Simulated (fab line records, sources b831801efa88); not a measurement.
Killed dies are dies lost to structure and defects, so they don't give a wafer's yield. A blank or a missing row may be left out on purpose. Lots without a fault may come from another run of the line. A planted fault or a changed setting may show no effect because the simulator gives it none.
fab line records | flow sky130
record lots=6 wafers=18 last_day=50
route steps=708 shown POLY_GATE@222 PAD_OPEN@708
lots that met no fault: from a run of the same line without faults
start_h: hours from the record's first day to the start of the lot's first wafer shown | wait_h: hours since the lot's step before | " the same as in the row above | L1.1+2: a row that stands for several wafers | - no value, or no start given | * or withheld: withheld | < > ~ a bound
route shown NAME@n: a module of which the file shows steps, and the number in the route of the first | usual: mean/standard deviation of fault-free wafers | same: alike in all rows | chamber/n: place in a boat | sites: the reading at each site | _std_site: their standard deviation | _edge_site: outer sites' mean less inner sites' | radius_mm: how far each site lies from the wafer's centre | mask NAME#n: copy n | behind: the tool/chamber that last shaped the wafer | hold: why the lot was held/for how many hours/how that ended | device: the transistor (n, p or np) that didn't switch | end of line: the same wafers' tests at the end of the route | a step without rows: its recipe alone | killed: dies lost to structure and defects at the first sort, not the wafer's yield | map: a wafer's dies, x killed, . not, _ none there
set.NAME: the setting as run; set.NAME@STEP: as run at that earlier step | model.NAME: the simulator's own value behind a step, which no gauge read
lots at some steps of the route; a table a step, a row a wafer
services: from which hour (start_h, from the record's first day; less than 0 if before it) a tool's chamber was out of use, for how many hours, and why
## steps
# step SKY_POLY_GATE_COAT_08
# recipe resist=KrF-thick spin_rpm=3000 resist_thk_nm=450
# step SKY_POLY_GATE_SOFTBAKE_09
# recipe temp_c=100 time_s=90 resist=KrF-thick
# step SKY_POLY_GATE_EXPOSE_10
# recipe mask_id=P1M na=0.68 source_shape=conventional sigma_outer=0.6 target_cd_nm=150 dose_mj=28
# step SKY_POLY_GATE_PEB_11
# recipe peb_temp_c=withheld peb_time_s=withheld resist=KrF-thick
# step SKY_POLY_GATE_DEVELOP_12
# recipe develop_time_s=60 resist=KrF-thick dev_temp_c=21
# step SKY_POLY_GATE_CD_MEAS_13
# recipe target_cd_nm=150
# usual cd_nm=149.6/1.6
# columns lot.wafer tool chamber start_h wait_h cd_nm
L299.2 cd_sem-01 - 395.87 - 147.0
L299.5 " - " " 148.2
L299.6 " - " " 147.7
L303.1 cd_sem-02 - 423.07 - 144.2
L303.2 " - " " 144.1
L303.3 " - " " 146.1
L304.1 cd_sem-02 - 431.32 - 152.8
L304.2 " - " " 152.1
L304.4 " - " " 152.4
L314.1 cd_sem-02 - 529.92 - 149.4
L314.3 " - " " 148.9
L314.6 " - " " 150.8
L317.2 cd_sem-01 - 540.94 - 151.0
L317.4 " - " " 150.8
L317.5 " - " " 150.2
L318.4 cd_sem-01 - 556.31 - 150.3
L318.5 " - " " 149.3
L318.6 " - " " 150.2
# step SKY_POLY_GATE_OVL_MEAS_14
# usual POLY_GATE_OVL=3/5.6
# columns lot.wafer tool chamber start_h wait_h POLY_GATE_OVL[nm]
L299.2 overlay-01 - 395.97 0.1 0
L299.5 " - " " 8
L299.6 " - " " 12
L303.1 overlay-02 - 423.19 0.1 0
L303.2 " - " " -3
L303.3 " - " " -2
L304.1 overlay-02 - 431.44 0.1 8
L304.2 " - " " 4
L304.4 " - " " 1
L314.1 overlay-02 - 530.06 0.1 -7
L314.3 " - " " -3
L314.6 " - " " -3
L317.2 overlay-02 - 541.04 0.1 2
L317.4 " - " " -5
L317.5 " - " " 4
L318.4 overlay-02 - 556.38 0.1 4
L318.5 " - " " 6
L318.6 " - " " 2
# step SKY_POLY_GATE_ETCH_15
# recipe chemistry=N2/H2 target=BARC ion_energy_ev=200 source_w=500 bias_w=100 pressure_mtorr=30 n2_flow_sccm=100 h2_flow_sccm=200 stop_on=SiO2 time_s=118.5 target_depth_a=1100
# usual drypump_motor_current_A=5.6/0.53 oes_product_au=0.712/0.005 throttle_valve_pct=13.213/0.009
# columns lot.wafer tool chamber start_h wait_h drypump_motor_current_A oes_product_au rf_hours_counter_h throttle_valve_pct
L299.2 rie_diel-01 0 396.00 0.0 5.9 0.713 0 13.203
L299.5 " 0 " " 5.9 0.710 - 13.203
L299.6 " 1 " " 6.6 0.696 - 13.213
L303.1 rie_diel-01 2 423.22 0.0 4.8 0.717 48 13.219
L303.2 " 3 " " 5.2 0.709 4 13.220
L303.3 " 1 " " 6.6 0.706 86 13.215
L304.1 rie_diel-02 2 431.47 0.0 5.7 0.714 95 13.218
L304.2 " 1 " " 5.3 0.718 8 13.218
L304.4 " 3 " " 5.9 0.703 - 13.200
L314.1 rie_diel-04 1 530.09 0.0 5.9 0.713 12 13.211
L314.3 " 3 " " 6.3 0.712 76 13.205
L314.6 " 2 " " 4.9 0.711 - 13.222
L317.2 rie_diel-01 3 541.07 0.0 5.2 0.717 7 13.204
L317.4 " 0 " " 5.9 0.719 - 13.208
L317.5 " 3 " " 5.3 0.711 - 13.211
L318.4 rie_diel-01 0 556.40 0.0 5.9 0.710 4 13.210
L318.5 " 3 " " 5.2 0.714 - 13.211
L318.6 " 0 " " 5.9 0.720 - 13.230
# step SKY_POLY_GATE_ETCH_16
# recipe stop_on=poly-Si chemistry=CH3F/O2 target=Si3N4 source_w=400 bias_w=80 pressure_mtorr=25 ch3f_flow_sccm=40 O2_flow_sccm=30 time_s=147.5 target_depth_a=750
# usual drypump_motor_current_A=5.6/0.53 oes_product_au=0.642/0.0052 throttle_valve_pct=10.536/0.0087
# columns lot.wafer tool chamber start_h wait_h drypump_motor_current_A oes_product_au rf_hours_counter_h throttle_valve_pct
L299.2 rie_diel-01 0 396.09 0.0 5.9 0.646 1 10.541
L299.5 " 0 " " 5.9 0.636 - 10.533
L299.6 " 1 " " 6.6 0.647 - 10.536
L303.1 rie_diel-01 2 423.31 0.0 4.8 0.644 48 10.532
L303.2 " 3 " " 5.2 0.645 5 10.544
L303.3 " 1 " " 6.6 0.635 86 10.528
L304.1 rie_diel-02 2 431.56 0.0 5.7 0.648 95 10.533
L304.2 " 1 " " 5.3 0.638 8 10.539
L304.4 " 3 " " 5.9 0.640 - 10.547
L314.1 rie_diel-04 1 530.17 0.0 5.9 0.637 12 10.518
L314.3 " 3 " " 6.3 0.638 76 10.524
L314.6 " 2 " " 4.8 0.649 - 10.524
L317.2 rie_diel-01 3 541.16 0.0 5.2 0.635 7 10.538
L317.4 " 0 " " 5.9 0.651 - 10.554
L317.5 " 3 " " 5.3 0.642 - 10.529
L318.4 rie_diel-01 0 556.48 0.0 5.9 0.635 4 10.549
L318.5 " 3 " " 5.3 0.635 - 10.533
L318.6 " 0 " " 5.9 0.629 - 10.544
# step SKY_POLY_GATE_ETCH_17
# recipe target_depth_nm=180 stop_on=SiO2 over_etch_frac=0.56667 chemistry=HBr/Cl2 target=poly-Si icp_w=400 bias_w=100 pressure_mtorr=10 HBr_flow_sccm=150 Cl2_flow_sccm=50 time_s=70.5
# usual drypump_motor_current_A=5.8/0.48 mfc_cl2_sccm=50.02/0.16 oes_product_au=0.983/0.0075 throttle_valve_pct=33.685/0.0092
# columns lot.wafer tool chamber start_h wait_h drypump_motor_current_A mfc_cl2_sccm oes_product_au rf_hours_counter_h throttle_valve_pct
L299.2 rie_si-01 3 396.18 0.0 5.8 50.13 0.992 3 33.687
L299.5 " 2 " " 6.6 49.87 0.982 - 33.693
L299.6 " 3 " " 5.8 50.01 0.987 - 33.696
L303.1 rie_si-01 0 423.40 0.0 6.1 49.89 0.995 2 33.681
L303.2 " 2 " " 6.6 50.26 0.986 3 33.682
L303.3 " 3 " " 5.7 50.08 0.985 3 33.697
L304.1 rie_si-02 2 431.65 0.0 6.2 49.92 0.978 9 33.682
L304.2 " 3 " " 5.4 50.00 0.968 43 33.680
L304.4 " 3 " " 5.4 49.77 0.967 - 33.697
L314.1 rie_si-01 1 530.27 0.0 5.9 49.97 0.975 5 33.684
L314.3 " 3 " " 5.7 49.72 0.977 3 33.682
L314.6 " 0 " " 6.1 50.19 0.968 - 33.700
L317.2 rie_si-02 2 541.25 0.0 6.2 50.01 0.985 9 33.687
L317.4 " 0 " " 6.0 49.82 0.986 0 33.678
L317.5 " 0 " " 6.0 49.79 0.990 - 33.688
L318.4 rie_si-01 3 556.58 0.0 5.7 49.94 0.999 3 33.699
L318.5 " 0 " " 6.1 50.27 0.992 - 33.701
L318.6 " 1 " " 5.9 50.09 0.989 - 33.679
# step SKY_POLY_GATE_STRIP_18
# recipe chemistry=O2/N2 power_w=1400 pressure_mtorr=1500 platen_temp_c=withheld o2_flow_sccm=3000 n2_flow_sccm=300 overash_fraction=0.5
# usual drypump_motor_current_A=5.5/0.37 oes_product_au=0.360/0.0043 strip_time_to_endpoint_s=3.16/0.032
# columns lot.wafer tool chamber start_h wait_h drypump_motor_current_A oes_product_au rf_hours_counter_h strip_time_to_endpoint_s
L299.2 plasma_asher-04 1 396.24 0.0 6.3 0.362 68 3.12
L299.5 " 0 " " 5.6 0.355 - 3.09
L299.6 " 1 " " 6.3 0.362 - 3.13
L303.1 plasma_asher-04 0 423.46 0.0 5.6 0.363 71 3.14
L303.2 " 1 " " 6.3 0.360 71 3.16
L303.3 " 1 " " 6.3 0.362 - 3.13
L304.1 plasma_asher-03 0 431.71 0.0 5.3 0.358 30 3.17
L304.2 " 1 " " 5.2 0.356 30 3.19
L304.4 " 1 " " 5.2 0.357 - 3.20
L314.1 plasma_asher-03 0 530.33 0.0 5.3 0.362 40 3.17
L314.3 " 1 " " 5.2 0.359 - 3.17
L314.6 " 0 " " 5.3 0.362 - 3.11
L317.2 plasma_asher-02 0 541.31 0.0 5.6 0.361 74 3.20
L317.4 " 0 " " 5.7 0.365 - 3.17
L317.5 " 1 " " 6.1 0.363 - 3.17
L318.4 plasma_asher-03 1 556.67 0.1 5.2 0.356 - 3.16
L318.5 " 0 " " 5.3 0.363 - 3.17
L318.6 " 1 " " 5.2 0.363 - 3.18
# step SKY_POLY_GATE_CLEAN_19
# recipe chemistry=SC1/SC2 mix=1:4:20 temp_c=70 time_s=150 dry=n2_spin
# step SKY_POLY_GATE_OXIDATION_20
# recipe temp_c=850 ambient=O2 stabilise_s=600 purge_s=300 target_thk_a=40 ox_time_s=899
# usual spike_tc_bottom_C=867.6/1.8 spike_tc_centre_C=850.7/1.2 spike_tc_lower_C=851.6/0.97 spike_tc_top_C=858.7/2.5 spike_tc_upper_C=849.9/1.2 tube_center_temp_C=850/0.077 tube_center_temp_C_max=852.2/0.35
# same purge_s=300
# columns lot.wafer tool chamber start_h wait_h spike_tc_bottom_C spike_tc_centre_C spike_tc_lower_C spike_tc_top_C spike_tc_upper_C tube_center_temp_C tube_center_temp_C_max model.SiO2_of_POLY_GATE_OXIDATION_20.thk_nm
L299.2 furnace-02 0 396.63 0.2 870.3 851.8 852.8 856.7 849.5 850.09 851.9 3.935
L299.5 " 0 " " 869.1 849.5 852.4 855.7 850.7 850.14 852.3 3.977
L299.6 " 0 " " 869.7 850.7 850.3 856.7 850.8 850.07 852.0 4.051
L303.1 furnace-02 0 424.74 1.1 887.3 868.3 870.3 873.5 867.7 868.59 870.3 5.022
L303.2 " 0 " " 884.8 868.6 868.3 875.8 868.6 868.6 870.4 4.971
L303.3 " 0 " " 887.2 869.8 870.9 878.4 867.8 868.61 870.7 4.998
L304.1 furnace-02 0 434.66 2.8 886.1 867.3 870.1 876.1 866.7 868.67 871.1 5.031
L304.2 " 0 " " 887.5 867.4 869.4 874.7 869.4 868.65 871.0 5.054
L304.4 " 0 " " 888.7 869.8 869.5 875.1 867.8 868.59 870.7 5.087
L314.1 furnace-01 0 530.48 0.0 864.9 852.1 850.8 860.6 849.4 849.97 852.1 3.985
L314.3 " 0 " " 865.0 849.5 852.8 860.3 851.6 849.96 851.6 3.922
L314.6 " 0 " " 866.1 851.0 851.5 861.2 850.0 849.96 852.6 3.917
L317.2 furnace-01 0 541.46 0.0 865.2 852.5 851.7 862.4 850.7 849.82 852.1 3.995
L317.4 " 0 " " 865.2 851.1 852.0 861.2 851.7 849.91 853.0 3.922
L317.5 " 0 " " 865.1 851.8 851.7 860.6 853.1 849.95 851.9 3.932
L318.4 furnace-01 0 556.79 0.0 865.0 851.5 853.4 860.9 851.1 849.98 852.6 4.064
L318.5 " 0 " " 865.7 851.2 854.2 863.3 848.7 849.89 852.2 3.904
L318.6 " 0 " " 866.2 852.9 852.5 860.9 850.3 849.99 851.8 3.98
# step SKY_POLY_GATE_THK_MEAS_21
# recipe reads=SiO2_of_POLY_GATE_OXIDATION_20
# usual POLY_GATE_OXIDATION_THK=3.99/0.066
# columns lot.wafer tool chamber start_h wait_h POLY_GATE_OXIDATION_THK[nm]
L299.2 film_metro-03 - 397.89 0.0 3.90
L299.5 " - " " 4.02
L299.6 " - " " 3.99
L303.1 film_metro-03 - 425.99 0.0 5.01
L303.2 " - " " 4.95
L303.3 " - " " 4.93
L304.1 film_metro-04 - 435.91 0.0 5.01
L304.2 " - " " 5.03
L304.4 " - " " 5.06
L314.1 film_metro-03 - 531.73 0.0 4.00
L314.3 " - " " 3.93
L314.6 " - " " 3.96
L317.2 film_metro-01 - 542.72 0.0 3.95
L317.4 " - " " 3.90
L317.5 " - " " 3.91
L318.4 film_metro-03 - 558.07 0.0 4.04
L318.5 " - " " 3.92
L318.6 " - " " 3.96
# step SKY_POLY_GATE_CD_MEAS_22
# usual cd_nm=150.1/2.3
# columns lot.wafer tool chamber start_h wait_h cd_nm
L299.2 cd_sem-01 - 398.01 0.1 147.0
L299.5 " - " " 145.3
L299.6 " - " " 146.0
L303.1 cd_sem-02 - 426.05 0.1 144.5
L303.2 " - " " 142.5
L303.3 " - " " 146.1
L304.1 cd_sem-02 - 435.97 0.1 156.4
L304.2 " - " " 153.0
L304.4 " - " " 157.0
L314.1 cd_sem-02 - 531.79 0.1 151.3
L314.3 " - " " 150.7
L314.6 " - " " 151.9
L317.2 cd_sem-01 - 542.80 0.1 151.4
L317.4 " - " " 149.4
L317.5 " - " " 149.5
L318.4 cd_sem-01 - 558.19 0.1 150.6
L318.5 " - " " 149.2
L318.6 " - " " 149.1
# step SKY_PAD_OPEN_PROBE_99
# usual killed_at_M0_to_M3=43/7.3 killed_at_M4_up=3.4/2.1 killed_at_contacts=24/5.9 killed_at_front_end=14/4 killed_at_other=0.3/0.54 killed_dies=85/10 killed_open=46/7.7 killed_short=38/6
# same gross_dies=492 killed_at_back_side=0
# columns lot.wafer tool chamber start_h wait_h killed_at_M0_to_M3 killed_at_M4_up killed_at_contacts killed_at_front_end killed_at_other killed_dies killed_open killed_short model.etest.tip_sonos.rs_ohm_sq model.etest.tip_p.rs_ohm_sq model.etest.tip_n.rs_ohm_sq model.etest.res_pdiff.rs_ohm_sq model.etest.res_ndiff.rs_ohm_sq
L299.2 prober-02 - 1107.62 0.1 36 7 28 16 2 89 46 42 2592 6821 447.4 196.1 118.5
L299.5 prober-02 - 1107.77 0.2 36 4 18 19 1 78 46 31 2596 6815 438.7 195.8 118.8
L299.6 prober-02 - 1107.82 0.2 41 2 25 12 1 81 46 35 2599 6852 446.3 195.9 118.2
L303.1 prober-01 - 1128.22 0.1 42 4 27 15 2 90 51 39 2908 6960 456.9 205.1 122.6
L303.2 prober-01 - 1128.27 0.1 36 2 12 11 0 61 28 33 2900 6960 452.2 204.6 122.7
L303.3 prober-01 - 1128.32 0.2 36 2 16 10 0 64 34 30 2959 7004 456.6 205.4 122.3
L304.1 prober-02 - 1130.02 0.1 58 2 22 21 1 104 59 45 2838 6955 463.6 203.4 122.5
L304.2 prober-02 - 1130.07 0.1 57 2 31 8 0 98 56 42 2873 6944 464.1 204 123.2
L304.4 prober-02 - 1130.17 0.2 42 2 24 8 0 76 46 30 2905 6913 459.9 205.1 123.1
L314.1 prober-02 - 1192.42 0.1 47 6 22 15 1 91 50 41 2669 6767 443.9 191.5 120.7
L314.3 prober-02 - 1192.52 0.2 51 4 19 10 1 85 39 46 2673 6808 444.4 193.8 120.2
L314.6 prober-02 - 1192.67 0.2 36 1 23 18 1 79 42 35 2622 6781 441.6 192.3 119.5
L317.2 prober-01 - 1200.64 0.1 44 1 31 11 0 87 49 38 2629 6802 434.8 198.9 116.6
L317.4 prober-01 - 1200.74 0.2 33 5 25 17 1 81 42 39 2626 6805 436.2 195.8 116.9
L317.5 prober-01 - 1200.79 0.2 55 5 16 11 0 87 40 47 2609 6819 434.7 196.8 117.5
L318.4 prober-02 - 1206.19 0.2 37 1 25 17 0 80 43 37 2719 6892 447.3 195.3 120
L318.5 prober-02 - 1206.24 0.2 37 3 23 12 0 75 34 41 2659 6926 448.3 194.4 119.2
L318.6 prober-02 - 1206.29 0.2 53 2 27 16 0 98 52 44 2732 6867 443.9 194.2 119.5
# killed by level:class
L299.2 CONTACT:geometric_particle:open=15 VIA2:geometric_particle:open=9 METAL2:geometric_particle:short=6 METAL4:geometric_particle:short=6 LOCAL_INTERCONNECT:geometric_particle:short=5 FIELD_ISO:geometric_particle:short=4 SPACER:geometric_particle:open=4 METAL1:geometric_particle:short=4
L299.5 LI_CONTACT:geometric_particle:open=10 VIA1:geometric_particle:open=9 VIA3:geometric_particle:open=6 METAL1:geometric_particle:short=5 FIELD_ISO:geometric_particle:short=4 VIA1:geometric_particle:short=4 SPACER:geometric_particle:open=4 METAL4:geometric_particle:short=4
L299.6 LI_CONTACT:geometric_particle:open=9 CONTACT:geometric_particle:open=8 VIA2:geometric_particle:open=8 VIA1:geometric_particle:open=7 VIA3:geometric_particle:open=6 CONTACT:geometric_particle:short=5 METAL3:geometric_particle:short=5 METAL1:geometric_particle:short=4
L303.1 CONTACT:geometric_particle:open=12 VIA1:geometric_particle:open=8 VIA3:geometric_particle:open=7 METAL3:geometric_particle:short=6 LOCAL_INTERCONNECT:geometric_particle:short=6 FIELD_ISO:geometric_particle:open=5 METAL2:geometric_particle:short=5 VIA2:geometric_particle:open=5
L303.2 VIA2:geometric_particle:open=8 VIA3:geometric_particle:open=6 POLY_GATE:geometric_particle:short=5 VIA3:geometric_particle:short=5 LI_CONTACT:geometric_particle:open=4 METAL1:geometric_particle:short=4 CONTACT:geometric_particle:short=3 VIA2:geometric_particle:short=3
L303.3 CONTACT:geometric_particle:open=7 VIA1:geometric_particle:open=7 METAL2:geometric_particle:short=6 METAL1:geometric_particle:short=5 VIA3:geometric_particle:open=5 VIA1:geometric_particle:short=5 LOCAL_INTERCONNECT:geometric_particle:short=4 VIA2:geometric_particle:open=4
L304.1 VIA1:geometric_particle:open=14 VIA1:geometric_particle:short=9 LI_CONTACT:geometric_particle:open=8 CONTACT:geometric_particle:open=7 FIELD_ISO:geometric_particle:open=6 METAL1:geometric_particle:short=6 VIA3:geometric_particle:open=6 FIELD_ISO:geometric_particle:short=5
L304.2 CONTACT:geometric_particle:open=11 VIA1:geometric_particle:open=11 VIA2:geometric_particle:open=11 LI_CONTACT:geometric_particle:open=8 VIA1:geometric_particle:short=7 METAL1:geometric_particle:short=7 CONTACT:geometric_particle:short=6 METAL2:geometric_particle:short=6
L304.4 CONTACT:geometric_particle:open=11 VIA1:geometric_particle:open=9 METAL1:geometric_particle:short=6 LI_CONTACT:geometric_particle:open=5 VIA1:geometric_particle:short=5 VIA2:geometric_particle:open=5 METAL2:geometric_particle:short=4 VIA3:geometric_particle:open=4
L314.1 VIA1:geometric_particle:open=11 CONTACT:geometric_particle:open=10 VIA2:geometric_particle:open=8 VIA3:geometric_particle:open=8 FIELD_ISO:geometric_particle:short=5 LOCAL_INTERCONNECT:geometric_particle:short=5 METAL1:geometric_particle:short=5 METAL2:geometric_particle:short=5
L314.3 VIA3:geometric_particle:open=9 CONTACT:geometric_particle:open=8 VIA2:geometric_particle:open=7 METAL2:geometric_particle:short=6 CONTACT:geometric_particle:short=6 METAL1:geometric_particle:short=5 VIA1:geometric_particle:open=5 VIA3:geometric_particle:short=5
L314.6 CONTACT:geometric_particle:open=11 VIA1:geometric_particle:open=11 FIELD_ISO:geometric_particle:short=7 VIA3:geometric_particle:open=6 LI_CONTACT:geometric_particle:open=6 METAL2:geometric_particle:short=4 FIELD_ISO:geometric_particle:open=3 POLY_GATE:geometric_particle:open=3
L317.2 CONTACT:geometric_particle:open=15 VIA1:geometric_particle:open=10 LI_CONTACT:geometric_particle:open=8 METAL2:geometric_particle:short=6 LOCAL_INTERCONNECT:geometric_particle:short=5 VIA2:geometric_particle:open=5 POLY_GATE:geometric_particle:open=4 METAL1:geometric_particle:short=4
L317.4 CONTACT:geometric_particle:open=11 VIA2:geometric_particle:open=8 VIA1:geometric_particle:open=7 FIELD_ISO:geometric_particle:short=5 FIELD_ISO:geometric_particle:open=5 METAL4:geometric_particle:short=5 LI_CONTACT:geometric_particle:open=5 POLY_GATE:geometric_particle:short=4
L317.5 VIA1:geometric_particle:short=12 VIA1:geometric_particle:open=9 VIA2:geometric_particle:short=8 LI_CONTACT:geometric_particle:open=7 VIA2:geometric_particle:open=7 VIA3:geometric_particle:open=5 METAL1:geometric_particle:short=5 FIELD_ISO:geometric_particle:short=4
L318.4 VIA2:geometric_particle:open=8 POLY_GATE:geometric_particle:open=6 LI_CONTACT:geometric_particle:open=6 VIA2:geometric_particle:short=6 VIA3:geometric_particle:open=6 LOCAL_INTERCONNECT:geometric_particle:short=5 CONTACT:geometric_particle:open=5 FIELD_ISO:geometric_particle:open=4
L318.5 VIA1:geometric_particle:open=8 FIELD_ISO:geometric_particle:short=6 VIA1:geometric_particle:short=6 LI_CONTACT:geometric_particle:open=6 CONTACT:geometric_particle:short=6 VIA2:geometric_particle:open=6 LI_CONTACT:geometric_particle:short=4 METAL2:geometric_particle:short=4
L318.6 VIA1:geometric_particle:open=11 LI_CONTACT:geometric_particle:open=10 VIA2:geometric_particle:open=9 VIA3:geometric_particle:open=8 CONTACT:geometric_particle:open=6 VIA1:geometric_particle:short=6 POLY_GATE:geometric_particle:short=5 METAL1:geometric_particle:short=5
## services
# columns tool chamber start_h hours kind
rie_diel-01 2 390.29 5.9 repair
rie_diel-04 1 396.26 3.8 repair
furnace-02 - 404.32 2.7 pm
rie_diel-02 0 413.62 27.2 repair
rie_si-02 0 431.50 - clean
rie_si-02 0 431.50 23.5 scheduled_down
rie_si-02 0 431.50 23.5 vent_cycle
rie_diel-04 3 438.51 34.4 repair
furnace-01 - 445.16 18.8 pm
rie_diel-02 0 467.01 11.8 repair
rie_si-01 3 471.23 7.7 repair
rie_diel-02 - 475.06 0.1 repair
rie_diel-02 - 477.81 0.2 repair
rie_diel-02 2 478.79 - clean
furnace-01 - 480.29 3.6 pm
rie_diel-01 - 489.00 0.3 repair
rie_diel-01 - 503.42 28.1 pm
furnace-02 - 510.02 3.2 pm
rie_si-01 - 510.94 0.8 repair
rie_diel-01 1 531.52 - clean
rie_diel-01 1 531.52 16.6 scheduled_down
rie_diel-01 1 531.52 16.6 vent_cycle
rie_diel-04 - 551.15 1.1 repair
rie_diel-01 - 551.27 1.0 repair
## key
first_sign step=SKY_POLY_GATE_OXIDATION_20 reading=tube_center_temp_C direction=up sigmas=99+ usual=* struck=*
effect step=SKY_POLY_GATE_OXIDATION_20 reading=tube_center_temp_C_max direction=up sigmas=53 usual=* struck=*
effect step=SKY_POLY_GATE_THK_MEAS_21 reading=POLY_GATE_OXIDATION_THK direction=up sigmas=15 usual=3.99 struck=5.00
model_effect step=SKY_POLY_GATE_OXIDATION_20 value=SiO2_of_POLY_GATE_OXIDATION_20.thk_nm without=3.99 struck=5.027
model_effect step=SKY_PAD_OPEN_PROBE_99 value=etest.tip_sonos.rs_ohm_sq without=2713 struck=2897
met_at SKY_POLY_GATE_OXIDATION_20
struck_wafers L303.1,L303.2,L303.3,L304.1,L304.2,L304.4
tester_left_out L303,L304
onset_between 396.63 424.74
fault kind=process_parameter_drift tool=furnace-02 chamber=- onset_h=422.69 steps=SKY_POLY_GATE_OXIDATION_20 channel=temp_c offset=* shape=step end_h=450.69 acts_in=* stated=*
# tester_left_out: of these lots the tester's yield and bins aren't shown, on N5 and GAA mostly nor the transistor test; their killed dies are dies lost to structure and defects alone, not to doping, threshold or leakage, so they don't give the yield
